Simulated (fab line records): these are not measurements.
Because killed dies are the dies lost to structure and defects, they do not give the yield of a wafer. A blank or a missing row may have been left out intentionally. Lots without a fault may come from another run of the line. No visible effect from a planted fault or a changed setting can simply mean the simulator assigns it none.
2 desks looking at one fault	flow gf180mcu	numbers are kept per desk, each desk with only its own; the story behind them comes last

## THE TOOL OWNER'S DESK: rie diel-03
The tool's own readings at GF_POLY_GATE_ETCH_12 (etches BARC in N2/H2): means of the sampled wafers that have a number, for each lot that ran on this tool. Marked OUT: a lot whose mean sits more than 4 standard deviations from the usual mean, which makes it out of limits; the brackets give that distance.
Columns: A = bias w at GF_POLY_GATE_ETCH_12, usual 99.99 W; B = drypump motor current A at GF_POLY_GATE_ETCH_12, usual 5.8 A; C = oes product au at GF_POLY_GATE_ETCH_12, usual 0.735 a.u.; D = throttle valve pct at GF_POLY_GATE_ETCH_12, usual 13.214 %
lot	first seen here	A	B	C	D
L845	day 9 02:31	99.70	5.8	0.737	13.213
L848	day 10 01:34	100.20	5.7	0.735	13.214
L851	day 10 21:49	99.85	5.6	0.736	13.222
L852	day 11 11:34	99.91	5.7	0.734	13.214
L854	day 11 18:13	99.67	5.7	0.729	13.210
L856	day 12 20:19	100.00	5.7	0.734	13.212
L862	day 14 05:34	99.75	5.8	0.734	13.207
L863	day 14 13:22	100.15	5.7	0.736	13.214
This desk found nothing out of limits on any of the 8 lots.

## THE METROLOGY DESK
What the gauges read, lot by lot, whatever tool the lot ran on: means of the sampled wafers that have a number. Marked OUT: a lot whose mean sits more than 4 standard deviations from the usual mean, which makes it out of limits; the brackets give that distance.
Columns: A = V5_W_RS at GF_V5_RS_MEAS_24, usual 0.325 ohm/sq
lot	first seen here	A
L845	day 27 03:49	0.323
L848	day 28 04:08	0.324
L849	day 28 16:25	0.323
L850	day 28 18:41	0.324
L851	day 29 04:03	0.321
L852	day 29 23:43	0.329
L854	day 30 04:41	0.328
L855	day 30 14:56	0.321
L856	day 31 01:02	0.321
L862	day 32 04:02	0.321
L863	day 32 13:14	0.326
L864	day 32 19:11	0.326
L867	day 33 09:54	0.331
This desk found nothing out of limits on any of the 13 lots.

## BROUGHT TOGETHER
The desk of the tool owner found nothing out of limits.
The metrology desk saw nothing out of limits.

## WHAT THE SIMULATOR PUT IN
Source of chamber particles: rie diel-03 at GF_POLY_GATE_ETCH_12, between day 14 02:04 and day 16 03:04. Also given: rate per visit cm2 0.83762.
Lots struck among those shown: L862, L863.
